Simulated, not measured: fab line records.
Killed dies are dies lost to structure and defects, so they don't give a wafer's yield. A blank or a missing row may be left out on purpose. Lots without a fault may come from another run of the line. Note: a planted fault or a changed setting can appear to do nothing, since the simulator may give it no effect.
fab line records -- flow sfq-line -- part 1 of 2: steps 1 to 25 of 35
record: lots: 5, wafers: 15, last-day: 83
route steps=325 shown A5B@209 R5@212 I5@228 C5@240
lots that met no fault: taken from a fault-free run of the same line
start-h: hours from the record's opening day to when the first of the lot's shown wafers began -- wait-h: time in hours since the lot's previous step -- " the same as in the row above -- L1.1+2: a row that stands for several wafers -- - no value present, or no start provided -- * or withheld: withheld -- < > ~ a bound
route shown NAME@n: NAME is a module with steps in the file, n the number in the route of the first one -- usual: mean and standard deviation over wafers with no fault -- same: alike in all rows -- chamber/n: place in a boat -- sites: readings site by site -- _std_site: standard deviation across them -- _edge_site: inner sites' mean taken away from outer sites' mean -- radius-mm: for every site, how far away it sits from the centre of the wafer -- mask NAME#n: copy n -- behind: the last tool/chamber to shape the wafer -- hold: what put the lot on hold/how long, in hours/how the hold closed -- device: whichever transistor did not switch (one of n, p or np) -- end of line: the route-end tests of the same wafers -- a step with no rows: only its recipe -- killed: dies lost to structure and defects at the first sort, not the wafer's yield -- map: per-die view of a wafer (x killed, . not killed, _ where there is no die)
set.NAME: the setting as run; set.NAME@STEP: as run at that earlier step -- model.NAME: the simulator's own value behind a step, which no gauge read
a table for each step, a row for each wafer; lots at some steps of the route
services: from which hour (start-h, from the record's first day; less than 0 if before it) a tool's chamber was out of use, for how many hours, and why
== steps ==
step: SFQ_TRILAYER_A5B_DEP_PECVD_129
recipe: material: SiO2, temp-c: 150, time-s: 127.9, pressure-torr: 2.4, rf-w: 183.3, precursor: SiH4/N2O, target-thk-nm: 600
usual: chamber-pressure-Torr: 2.400/0.0056, heater-power-w: 83/9.1, rf-fwd-power-W: 182.4/0.62, throttle-valve-pct: 24.9/1.4
lot.wafer,tool,chamber,start-h,wait-h,chamber-pressure-Torr,heater-power-w,rf-fwd-power-W,throttle-valve-pct
L075.1,pecvd-02,1,1238.96,0.0,2.402,81,182.8,24.3
L075.2,pecvd-02,2,1238.96,0.0,2.407,78,181.9,24.8
L075.5,pecvd-02,2,1238.96,0.0,2.405,83,181.0,25.0
L078.1,pecvd-01,1,1254.74,0.0,2.409,87,182.5,24.7
L078.3,pecvd-01,2,1254.74,0.0,2.398,84,182.6,25.0
L078.4,pecvd-01,2,1254.74,0.0,2.399,70,183.0,25.0
L090.1,pecvd-04,0,1367.54,0.0,2.402,90,181.9,22.4
L090.2,pecvd-04,1,1367.54,0.0,2.402,109,182.5,23.1
L090.5,pecvd-04,2,1367.54,0.0,2.398,70,181.8,22.0
L092.2,pecvd-02,0,1376.96,0.0,2.406,93,182.3,27.7
L092.5,pecvd-02,0,1376.96,0.0,2.403,79,182.2,27.5
L092.6,pecvd-02,2,1376.96,0.0,2.406,90,181.9,25.0
L097.2,pecvd-04,2,1402.18,0.0,2.394,65,180.8,21.9
L097.4,pecvd-04,2,1402.18,0.0,2.401,69,181.3,22.1
L097.6,pecvd-04,1,1402.18,0.0,2.397,105,182.6,23.4
step: SFQ_TRILAYER_A5B_CMP_CMP_130
recipe: stop-on: Nb, down-force-psi: 3, platen-rpm: 60, target-thk-nm: 340.7
usual: motor-current-A: 9.3/0.63, slurry-flow-ml-min: 150.0/0.48
lot.wafer,tool,chamber,start-h,wait-h,motor-current-A,slurry-flow-ml-min
L075.1,cmp-01,0,1241.33,2.3,8.6,150.6
L075.2,cmp-01,3,1242.83,3.8,10.2,150.6
L075.5,cmp-01,1,1243.83,4.8,9.2,150.0
L078.1,cmp-02,3,1255.51,0.7,8.8,150.1
L078.3,cmp-02,0,1255.51,0.7,9.2,150.4
L078.4,cmp-02,2,1257.01,2.2,8.8,149.8
L090.1,cmp-02,3,1386.26,18.7,8.7,150.5
L090.2,cmp-02,2,1387.76,20.2,8.5,149.7
L090.5,cmp-02,0,1388.76,21.1,8.9,150.3
L092.2,cmp-01,1,1393.36,16.4,9.8,150.4
L092.6,cmp-01,0,1394.86,17.8,9.0,150.1
L092.5,cmp-01,1,1394.86,17.8,10.0,150.1
L097.2,cmp-02,2,1410.76,8.5,8.8,149.7
L097.4,cmp-02,0,1411.76,9.5,8.9,150.5
L097.6,cmp-02,1,1411.76,9.5,9.3,150.3
step: SFQ_TRILAYER_A5B_METRO_MEASURE_131
usual: thk-nm: 342/4.8
lot.wafer,tool,chamber,start-h,wait-h,thk-nm
L075.1,film-metro-03,-,1244.33,2.5,338
L075.2,film-metro-03,-,1244.33,2.5,343
L075.5,film-metro-03,-,1244.33,2.5,342
L078.1,film-metro-02,-,1258.51,2.5,353
L078.3,film-metro-02,-,1258.51,2.5,351
L078.4,film-metro-02,-,1258.51,2.5,348
L090.1,film-metro-01,-,1389.26,2.5,340
L090.2,film-metro-01,-,1389.26,2.5,342
L090.5,film-metro-01,-,1389.26,2.5,346
L092.2,film-metro-02,-,1396.06,2.2,341
L092.5,film-metro-02,-,1396.06,2.2,343
L092.6,film-metro-02,-,1396.06,2.2,341
L097.2,film-metro-01,-,1413.46,2.2,335
L097.4,film-metro-01,-,1413.46,2.2,339
L097.6,film-metro-01,-,1413.46,2.2,346
step: SFQ_TRILAYER_R5_DEP_SPUTTER_132
recipe: material: Ti, base-pressure-pa: 1.33e-06, target-thk-nm: 5, power-w: 2000, time-s: 5, chamber-pressure-pa: 0.4
usual: throttle-valve-pct: 29.8/0.96
lot.wafer,tool,chamber,start-h,wait-h,throttle-valve-pct
L075.1,pvd-sputter-06,-,1245.53,1.0,30.7
L075.2,pvd-sputter-06,-,1245.53,1.0,29.2
L075.5,pvd-sputter-06,-,1245.53,1.0,30.7
L078.1,pvd-sputter-06,-,1259.71,1.0,28.2
L078.3,pvd-sputter-06,-,1259.71,1.0,30.3
L078.4,pvd-sputter-06,-,1259.71,1.0,30.4
L090.1,pvd-sputter-05,-,1390.46,1.0,30.2
L090.2,pvd-sputter-05,-,1390.46,1.0,28.5
L090.5,pvd-sputter-05,-,1390.46,1.0,28.3
L092.2,pvd-sputter-05,-,1397.06,0.8,30.1
L092.5,pvd-sputter-05,-,1397.06,0.8,30.4
L092.6,pvd-sputter-05,-,1397.06,0.8,28.4
L097.2,pvd-sputter-04,-,1414.46,0.8,30.6
L097.4,pvd-sputter-04,-,1414.46,0.8,30.8
L097.6,pvd-sputter-04,-,1414.46,0.8,30.5
step: SFQ_TRILAYER_R5_DEP_SPUTTER_133
recipe: material: MoNx, base-pressure-pa: 1.33e-06, target-thk-nm: 40, power-w: 1000, time-s: 66.7, chamber-pressure-pa: 0.4
usual: throttle-valve-pct: 29.8/0.98
lot.wafer,tool,chamber,start-h,wait-h,throttle-valve-pct
L075.1,pvd-sputter-06,-,1245.55,0.0,30.6
L075.2,pvd-sputter-06,-,1245.55,0.0,29.0
L075.5,pvd-sputter-06,-,1245.55,0.0,30.3
L078.1,pvd-sputter-06,-,1259.73,0.0,28.2
L078.3,pvd-sputter-06,-,1259.73,0.0,30.5
L078.4,pvd-sputter-06,-,1259.73,0.0,30.2
L090.1,pvd-sputter-05,-,1390.48,0.0,30.5
L090.2,pvd-sputter-05,-,1390.48,0.0,28.3
L090.5,pvd-sputter-05,-,1390.48,0.0,28.5
L092.2,pvd-sputter-05,-,1397.08,0.0,30.4
L092.5,pvd-sputter-05,-,1397.08,0.0,29.8
L092.6,pvd-sputter-05,-,1397.08,0.0,28.3
L097.2,pvd-sputter-04,-,1414.48,0.0,30.8
L097.4,pvd-sputter-04,-,1414.48,0.0,30.6
L097.6,pvd-sputter-04,-,1414.48,0.0,30.8
step: SFQ_TRILAYER_R5_DEP_SPUTTER_134
recipe: material: Ti, base-pressure-pa: 1.33e-06, target-thk-nm: 5, power-w: 2000, time-s: 5, chamber-pressure-pa: 0.4
usual: throttle-valve-pct: 29.8/0.98
lot.wafer,tool,chamber,start-h,wait-h,throttle-valve-pct
L075.1,pvd-sputter-06,-,1245.60,0.0,30.6
L075.2,pvd-sputter-06,-,1245.60,0.0,29.0
L075.5,pvd-sputter-06,-,1245.60,0.0,30.1
L078.1,pvd-sputter-06,-,1259.78,0.0,28.1
L078.3,pvd-sputter-06,-,1259.78,0.0,30.5
L078.4,pvd-sputter-06,-,1259.78,0.0,30.3
L090.1,pvd-sputter-05,-,1390.54,0.0,30.3
L090.2,pvd-sputter-05,-,1390.54,0.0,28.0
L090.5,pvd-sputter-05,-,1390.54,0.0,28.4
L092.2,pvd-sputter-05,-,1397.14,0.0,30.6
L092.5,pvd-sputter-05,-,1397.14,0.0,30.0
L092.6,pvd-sputter-05,-,1397.14,0.0,28.6
L097.2,pvd-sputter-04,-,1414.54,0.0,30.6
L097.4,pvd-sputter-04,-,1414.54,0.0,30.6
L097.6,pvd-sputter-04,-,1414.54,0.0,30.9
step: SFQ_R5_RS_MEAS_933
recipe: thk-meas-gauge: four-point-probe, reads: Ti_of_TRILAYER_R5_DEP_SPUTTER_134+MoNx_of_TRILAYER_R5_DEP_SPUTTER_133+Ti_of_TRILAYER_R5_DEP_SPUTTER_132
usual: R5_MONX_RS: 7.07/0.067
lot.wafer,tool,chamber,start-h,wait-h,R5_MONX_RS[ohm/sq]
L075.1,film-metro-04,-,1245.62,0.0,7.07
L075.2,film-metro-04,-,1245.62,0.0,7.09
L075.5,film-metro-04,-,1245.62,0.0,7.06
L078.1,film-metro-02,-,1259.80,0.0,7.09
L078.3,film-metro-02,-,1259.80,0.0,7.00
L078.4,film-metro-02,-,1259.80,0.0,7.06
L090.1,film-metro-02,-,1390.56,0.0,7.16
L090.2,film-metro-02,-,1390.56,0.0,7.14
L090.5,film-metro-02,-,1390.56,0.0,7.16
L092.2,film-metro-04,-,1397.18,0.0,7.10
L092.5,film-metro-04,-,1397.18,0.0,7.06
L092.6,film-metro-04,-,1397.18,0.0,7.05
L097.2,film-metro-04,-,1414.58,0.0,7.10
L097.4,film-metro-04,-,1414.58,0.0,7.13
L097.6,film-metro-04,-,1414.58,0.0,7.07
step: SFQ_R5_THK_MEAS_934
recipe: thk-meas-gauge: xrf, reads: MoNx_of_TRILAYER_R5_DEP_SPUTTER_133
usual: R5_MONX_THK: 39.7/0.43
lot.wafer,tool,chamber,start-h,wait-h,R5_MONX_THK[nm]
L075.1,film-metro-04,-,1245.74,0.1,39.5
L075.2,film-metro-04,-,1245.74,0.1,39.2
L075.5,film-metro-04,-,1245.74,0.1,39.6
L078.1,film-metro-02,-,1259.92,0.1,39.3
L078.3,film-metro-02,-,1259.92,0.1,40.1
L078.4,film-metro-02,-,1259.92,0.1,39.9
L090.1,film-metro-02,-,1390.68,0.1,39.2
L090.2,film-metro-02,-,1390.68,0.1,39.5
L090.5,film-metro-02,-,1390.68,0.1,39.2
L092.2,film-metro-04,-,1397.29,0.1,39.4
L092.5,film-metro-04,-,1397.29,0.1,39.6
L092.6,film-metro-04,-,1397.29,0.1,39.8
L097.2,film-metro-04,-,1414.69,0.1,39.5
L097.4,film-metro-04,-,1414.69,0.1,39.2
L097.6,film-metro-04,-,1414.69,0.1,39.8
step: SFQ_TRILAYER_R5_LITHO_COAT_141
recipe: resist: BARC, spin-rpm: 3000, resist-thk-nm: 62
lot.wafer,tool,chamber,start-h,wait-h
L075.1+2+5,litho-track-01,0,1245.80,0.1
L078.1+3+4,litho-track-02,0,1259.98,0.1
L090.1+2+5,litho-track-02,0,1390.74,0.1
L092.2+5+6,litho-track-01,0,1397.39,0.1
L097.2+4+6,litho-track-01,0,1414.79,0.1
step: SFQ_TRILAYER_R5_LITHO_COAT_136
recipe: resist: KrF, spin-rpm: 3000, resist-thk-nm: 600
lot.wafer,tool,chamber,start-h,wait-h
L075.1+2+5,litho-track-01,0,1246.10,0.2
L078.1+3+4,litho-track-02,0,1260.28,0.2
L090.1+2+5,litho-track-02,0,1391.04,0.2
L092.2+5+6,litho-track-01,0,1397.69,0.2
L097.2+4+6,litho-track-01,0,1415.09,0.2
step: SFQ_TRILAYER_R5_LITHO_SOFTBAKE_140
recipe: temp-c: withheld, time-s: withheld, resist: KrF
lot.wafer,tool,chamber,start-h,wait-h
L075.1+2+5,litho-track-01,0,1246.40,0.2
L078.1+3+4,litho-track-02,0,1260.58,0.2
L090.1+2+5,litho-track-02,0,1391.34,0.2
L092.2+5+6,litho-track-01,0,1397.96,0.2
L097.2+4+6,litho-track-01,0,1415.36,0.2
step: SFQ_TRILAYER_R5_LITHO_EXPOSE_137
recipe: mask-id: R5, na: 0.6, source-shape: conventional, sigma-outer: 0.65, target-cd-nm: 500, dose-mj: 14.4
usual: stage-vel-mm-s: 499.98/0.28
lot.wafer,tool,chamber,start-h,wait-h,mask,stage-vel-mm-s
L075.1,krf-scanner-02,0,1246.55,-,R5#0,499.90
L075.2,krf-scanner-02,0,1246.55,-,R5#0,500.21
L075.5,krf-scanner-02,0,1246.55,-,R5#0,500.07
L078.1,krf-scanner-02,0,1264.75,-,R5#0,499.33
L078.3,krf-scanner-02,0,1264.75,-,R5#0,499.49
L078.4,krf-scanner-02,0,1264.75,-,R5#0,499.30
L090.1,krf-scanner-01,0,1501.37,-,R5#0,500.00
L090.2,krf-scanner-01,0,1501.37,-,R5#0,500.00
L090.5,krf-scanner-01,0,1501.37,-,R5#0,500.41
L092.2,krf-scanner-01,0,1508.77,-,R5#0,499.79
L092.5,krf-scanner-01,0,1508.77,-,R5#0,499.86
L092.6,krf-scanner-01,0,1508.77,-,R5#0,500.20
L097.2,krf-scanner-01,0,1533.02,-,R5#0,499.89
L097.4,krf-scanner-01,0,1533.02,-,R5#0,500.34
L097.6,krf-scanner-01,0,1533.02,-,R5#0,500.16
step: SFQ_TRILAYER_R5_LITHO_PEB_139
recipe: peb-temp-c: 115, peb-time-s: 60, resist: KrF
usual: plate-temp-C: 114.99/0.15
lot.wafer,tool,chamber,start-h,wait-h,plate-temp-C
L075.1,litho-track-02,0,1247.75,1.0,114.93
L075.2,litho-track-02,0,1247.75,1.0,114.79
L075.5,litho-track-02,0,1247.75,1.0,114.97
L078.1,litho-track-02,0,1265.95,1.0,114.90
L078.3,litho-track-02,0,1265.95,1.0,115.03
L078.4,litho-track-02,0,1265.95,1.0,115.08
L090.1,litho-track-01,0,1502.57,1.0,114.94
L090.2,litho-track-01,0,1502.57,1.0,114.99
L090.5,litho-track-01,0,1502.57,1.0,114.88
L092.2,litho-track-01,0,1509.80,0.8,114.93
L092.5,litho-track-01,0,1509.80,0.8,114.96
L092.6,litho-track-01,0,1509.80,0.8,115.08
L097.2,litho-track-02,0,1534.05,0.8,114.98
L097.4,litho-track-02,0,1534.05,0.8,114.83
L097.6,litho-track-02,0,1534.05,0.8,114.77
step: SFQ_TRILAYER_R5_LITHO_DEVELOP_138
recipe: time-s: 60, resist: KrF
lot.wafer,tool,chamber,start-h,wait-h
L075.1+2+5,litho-track-02,0,1247.90,0.1
L078.1+3+4,litho-track-02,0,1266.10,0.1
L090.1+2+5,litho-track-01,0,1502.72,0.1
L092.2+5+6,litho-track-01,0,1509.95,0.1
L097.2+4+6,litho-track-02,0,1534.20,0.1
step: SFQ_R5_OVL_MEAS_935
usual: R5_OVL: -5/5.7
lot.wafer,tool,chamber,start-h,wait-h,R5_OVL[nm]
L075.1,overlay-02,-,1248.05,0.1,-10
L075.2,overlay-02,-,1248.05,0.1,-12
L075.5,overlay-02,-,1248.05,0.1,-13
L078.1,overlay-02,-,1266.25,0.1,-8
L078.3,overlay-02,-,1266.25,0.1,-7
L078.4,overlay-02,-,1266.25,0.1,-9
L090.1,overlay-02,-,1502.87,0.1,-5
L090.2,overlay-02,-,1502.87,0.1,-1
L090.5,overlay-02,-,1502.87,0.1,0
L092.2,overlay-02,-,1510.08,0.1,-3
L092.5,overlay-02,-,1510.08,0.1,-14
L092.6,overlay-02,-,1510.08,0.1,-10
L097.2,overlay-02,-,1534.33,0.1,-13
L097.4,overlay-02,-,1534.33,0.1,-17
L097.6,overlay-02,-,1534.33,0.1,-15
step: SFQ_TRILAYER_R5_BARC_OPEN_METAL_ETCH_177
recipe: mask-material: PR, chemistry: O2, target-depth-nm: 125, target: BARC, icp-w: 600, bias-w: 80, pressure-mtorr: 10, time-s: 41.7
usual: drypump-motor-current-A: 5.32/0.17, oes-product-au: 0.686/0.0047, rf-fwd-power-W: 593/3.5
lot.wafer,tool,chamber,start-h,wait-h,drypump-motor-current-A,oes-product-au,rf-fwd-power-W,rf-hours-counter-h
L075.1,rie-metal-02,1,1248.08,0.0,5.27,0.697,591,100
L075.2,rie-metal-02,0,1248.08,0.0,5.29,0.688,587,56
L075.5,rie-metal-02,0,1248.08,0.0,5.28,0.685,590,-
L078.1,rie-metal-02,0,1266.28,0.0,5.28,0.690,588,59
L078.3,rie-metal-02,0,1266.28,0.0,5.27,0.690,589,-
L078.4,rie-metal-02,1,1266.28,0.0,5.26,0.688,595,-
L090.1,rie-metal-04,1,1502.91,0.0,5.42,0.689,592,17
L090.2,rie-metal-04,0,1502.91,0.0,5.02,0.681,593,137
L090.5,rie-metal-04,1,1502.91,0.0,5.45,0.677,593,-
L092.2,rie-metal-01,1,1510.11,0.0,5.59,0.684,597,95
L092.5,rie-metal-01,0,1510.11,0.0,5.19,0.695,592,-
L092.6,rie-metal-01,1,1510.11,0.0,5.60,0.690,597,-
L097.2,rie-metal-02,0,1534.38,0.0,5.29,0.689,588,-
L097.4,rie-metal-02,0,1534.38,0.0,5.30,0.688,587,-
L097.6,rie-metal-02,0,1534.38,0.0,5.29,0.691,590,-
step: SFQ_TRILAYER_R5_ETCH_METAL_ETCH_139
recipe: stop-on: SiO2, mask-material: PR, chemistry: Cl2, target-depth-nm: 60, icp-w: 608.7, bias-w: 80, pressure-mtorr: 10, time-s: 40
usual: drypump-motor-current-A: 5.33/0.18, oes-product-au: 0.994/0.005, rf-fwd-power-W: 601/3.4
lot.wafer,tool,chamber,start-h,wait-h,drypump-motor-current-A,oes-product-au,rf-fwd-power-W,rf-hours-counter-h
L075.1,rie-metal-02,1,1248.14,0.0,5.24,0.986,601,100
L075.2,rie-metal-02,0,1248.14,0.0,5.29,0.991,595,56
L075.5,rie-metal-02,0,1248.14,0.0,5.29,0.994,598,-
L078.1,rie-metal-02,0,1266.34,0.0,5.28,0.994,596,59
L078.3,rie-metal-02,0,1266.34,0.0,5.29,0.997,595,-
L078.4,rie-metal-02,1,1266.34,0.0,5.26,0.997,600,-
L090.1,rie-metal-04,1,1502.97,0.0,5.44,0.987,600,17
L090.2,rie-metal-04,0,1502.97,0.0,5.04,0.992,600,137
L090.5,rie-metal-04,1,1502.97,0.0,5.45,0.991,600,-
L092.2,rie-metal-01,1,1510.17,0.0,5.61,1.003,604,95
L092.5,rie-metal-01,0,1510.17,0.0,5.20,0.989,603,-
L092.6,rie-metal-01,1,1510.17,0.0,5.63,0.994,606,-
L097.2,rie-metal-02,0,1534.50,0.1,5.29,0.979,594,-
L097.4,rie-metal-02,0,1534.50,0.1,5.28,0.987,597,-
L097.6,rie-metal-02,0,1534.50,0.1,5.29,0.997,594,-
step: SFQ_TRILAYER_R5_STRIP_STRIP_140
recipe: gas: O2, power-w: 200, platen-temp-c: 40, overash-fraction: 0.65, chemistry: O2, pressure-mtorr: 50
usual: drypump-motor-current-A: 5.33/0.18, oes-product-au: 1.000/0.0071
lot.wafer,tool,chamber,start-h,wait-h,drypump-motor-current-A,oes-product-au,rf-hours-counter-h
L075.1,rie-metal-02,1,1248.20,0.0,5.25,0.993,100
L075.2,rie-metal-02,0,1248.20,0.0,5.30,0.986,56
L075.5,rie-metal-02,0,1248.20,0.0,5.28,0.994,-
L078.1,rie-metal-02,0,1266.40,0.0,5.30,1.002,59
L078.3,rie-metal-02,0,1266.40,0.0,5.30,0.999,-
L078.4,rie-metal-02,1,1266.40,0.0,5.30,0.999,-
L090.1,rie-metal-04,1,1503.03,0.0,5.44,1.000,17
L090.2,rie-metal-04,0,1503.03,0.0,5.03,0.990,137
L090.5,rie-metal-04,1,1503.03,0.0,5.45,0.997,-
L092.2,rie-metal-01,1,1510.23,0.0,5.61,1.002,95
L092.5,rie-metal-01,0,1510.23,0.0,5.19,1.002,-
L092.6,rie-metal-01,1,1510.23,0.0,5.61,0.996,-
L097.2,rie-metal-02,0,1534.79,0.3,5.28,1.007,-
L097.4,rie-metal-02,0,1534.79,0.3,5.29,0.996,-
L097.6,rie-metal-02,0,1534.79,0.3,5.28,0.991,-
step: SFQ_TRILAYER_R5_STRIP_SOLV_CLEAN_141
recipe: chemistry: NMP, temp-c: 70, time-s: 600
usual: bath-guard-temp-C: 70.0/0.63, temp-c: 69.99/0.13
lot.wafer,tool,chamber,start-h,wait-h,bath-guard-temp-C,temp-c
L075.1,wet-bench-02,5,1248.80,0.4,70.0,69.96
L075.2,wet-bench-02,2,1248.80,0.4,69.4,70.05
L075.5,wet-bench-02,1,1248.80,0.4,71.2,70.08
L078.1,wet-bench-02,4,1267.00,0.4,68.9,69.98
L078.3,wet-bench-02,3,1267.00,0.4,69.5,69.96
L078.4,wet-bench-02,2,1267.00,0.4,69.5,69.95
L090.1,wet-bench-01,0,1503.63,0.4,70.4,70.06
L090.2,wet-bench-01,6,1503.63,0.4,70.7,70.27
L090.5,wet-bench-01,2,1503.63,0.4,70.7,69.84
L092.2,wet-bench-01,7,1510.83,0.4,69.8,69.72
L092.5,wet-bench-01,6,1510.83,0.4,70.9,70.08
L092.6,wet-bench-01,5,1510.83,0.4,70.4,69.75
L097.2,wet-bench-01,5,1535.79,0.8,70.6,69.82
L097.4,wet-bench-01,1,1535.79,0.8,69.5,69.85
L097.6,wet-bench-01,3,1535.79,0.8,70.5,70.11
step: SFQ_TRILAYER_A5C_DEP_PECVD_142
recipe: material: SiO2, temp-c: 150, time-s: 15.556, pressure-torr: 2.4, rf-w: 183.3, precursor: SiH4/N2O, target-thk-nm: 70
usual: chamber-pressure-Torr: 2.400/0.0052, heater-power-w: 82/7.5, rf-fwd-power-W: 180.1/0.89, throttle-valve-pct: 25.1/0.78
lot.wafer,tool,chamber,start-h,wait-h,chamber-pressure-Torr,heater-power-w,rf-fwd-power-W,throttle-valve-pct
L075.1,pecvd-03,1,1248.98,0.0,2.397,100,179.2,24.0
L075.2,pecvd-03,0,1248.98,0.0,2.405,71,180.1,24.1
L075.5,pecvd-03,0,1248.98,0.0,2.414,73,180.2,24.1
L078.1,pecvd-01,0,1267.17,0.0,2.397,71,179.4,24.6
L078.3,pecvd-01,1,1267.17,0.0,2.392,85,181.2,24.8
L078.4,pecvd-01,2,1267.17,0.0,2.396,85,179.7,25.0
L090.1,pecvd-03,0,1503.80,0.0,2.403,81,179.7,25.4
L090.2,pecvd-03,2,1503.80,0.0,2.396,86,180.6,24.9
L090.5,pecvd-03,1,1503.80,0.0,2.418,103,179.2,24.6
L092.2,pecvd-02,2,1511.00,0.0,2.401,90,178.7,24.9
L092.5,pecvd-02,1,1511.00,0.0,2.394,83,180.7,24.2
L092.6,pecvd-02,2,1511.00,0.0,2.398,93,178.4,24.9
L097.2,pecvd-01,0,1535.98,0.0,2.394,79,179.9,25.1
L097.4,pecvd-01,2,1535.98,0.0,2.404,84,180.2,25.4
L097.6,pecvd-01,1,1535.98,0.0,2.399,85,181.6,25.5
step: SFQ_TRILAYER_I5_LITHO_COAT_149
recipe: resist: BARC, spin-rpm: 3000, resist-thk-nm: 62
lot.wafer,tool,chamber,start-h,wait-h
L075.1+2+5,litho-track-04,0,1249.00,0.0
L078.1+3+4,litho-track-01,0,1267.20,0.0
L090.1+2+5,litho-track-04,0,1503.83,0.0
L092.2+5+6,litho-track-03,0,1511.08,0.1
L097.2+4+6,litho-track-01,0,1536.06,0.1
step: SFQ_TRILAYER_I5_LITHO_COAT_144
recipe: resist: KrF, spin-rpm: 3000, resist-thk-nm: 650
lot.wafer,tool,chamber,start-h,wait-h
L075.1+2+5,litho-track-04,0,1249.30,0.2
L078.1+3+4,litho-track-01,0,1267.50,0.2
L090.1+2+5,litho-track-04,0,1504.13,0.2
L092.2+5+6,litho-track-03,0,1511.38,0.2
L097.2+4+6,litho-track-01,0,1536.36,0.2
step: SFQ_TRILAYER_I5_LITHO_SOFTBAKE_148
recipe: temp-c: withheld, time-s: withheld, resist: KrF
lot.wafer,tool,chamber,start-h,wait-h
L075.1+2+5,litho-track-04,0,1249.60,0.2
L078.1+3+4,litho-track-01,0,1267.80,0.2
L090.1+2+5,litho-track-04,0,1504.43,0.2
L092.2+5+6,litho-track-03,0,1511.65,0.2
L097.2+4+6,litho-track-01,0,1536.63,0.2
step: SFQ_TRILAYER_I5_LITHO_EXPOSE_145
recipe: mask-id: I5, na: 0.6, source-shape: conventional, sigma-outer: 0.65, target-cd-nm: 700, dose-mj: 21.3
usual: stage-vel-mm-s: 499.98/0.28
lot.wafer,tool,chamber,start-h,wait-h,mask,stage-vel-mm-s
L075.1,krf-scanner-01,0,1372.00,-,I5#0,500.18
L075.2,krf-scanner-01,0,1372.00,-,I5#0,500.43
L075.5,krf-scanner-01,0,1372.00,-,I5#0,500.10
L078.1,krf-scanner-01,0,1393.60,-,I5#0,499.91
L078.3,krf-scanner-01,0,1393.60,-,I5#0,499.61
L078.4,krf-scanner-01,0,1393.60,-,I5#0,500.08
L090.1,krf-scanner-02,0,1615.74,-,I5#0,499.90
L090.2,krf-scanner-02,0,1615.74,-,I5#0,500.26
L090.5,krf-scanner-02,0,1615.74,-,I5#0,500.07
L092.2,krf-scanner-02,0,1625.54,-,I5#0,499.77
L092.5,krf-scanner-02,0,1625.54,-,I5#0,499.64
L092.6,krf-scanner-02,0,1625.54,-,I5#0,499.48
L097.2,krf-scanner-02,0,1644.74,-,I5#0,499.91
L097.4,krf-scanner-02,0,1644.74,-,I5#0,500.19
L097.6,krf-scanner-02,0,1644.74,-,I5#0,499.74
step: SFQ_TRILAYER_I5_LITHO_PEB_147
recipe: peb-temp-c: 115, peb-time-s: 60, resist: KrF
usual: plate-temp-C: 115.02/0.14
lot.wafer,tool,chamber,start-h,wait-h,plate-temp-C
L075.1,litho-track-01,0,1373.20,1.0,115.04
L075.2,litho-track-01,0,1373.20,1.0,115.10
L075.5,litho-track-01,0,1373.20,1.0,115.06
L078.1,litho-track-03,0,1394.80,1.0,115.16
L078.3,litho-track-03,0,1394.80,1.0,114.92
L078.4,litho-track-03,0,1394.80,1.0,115.11
L090.1,litho-track-01,0,1616.94,1.0,114.97
L090.2,litho-track-01,0,1616.94,1.0,115.03
L090.5,litho-track-01,0,1616.94,1.0,115.21
L092.2,litho-track-01,0,1626.57,0.8,115.16
L092.5,litho-track-01,0,1626.57,0.8,115.03
L092.6,litho-track-01,0,1626.57,0.8,115.34
L097.2,litho-track-01,0,1645.77,0.8,114.79
L097.4,litho-track-01,0,1645.77,0.8,114.97
L097.6,litho-track-01,0,1645.77,0.8,114.97
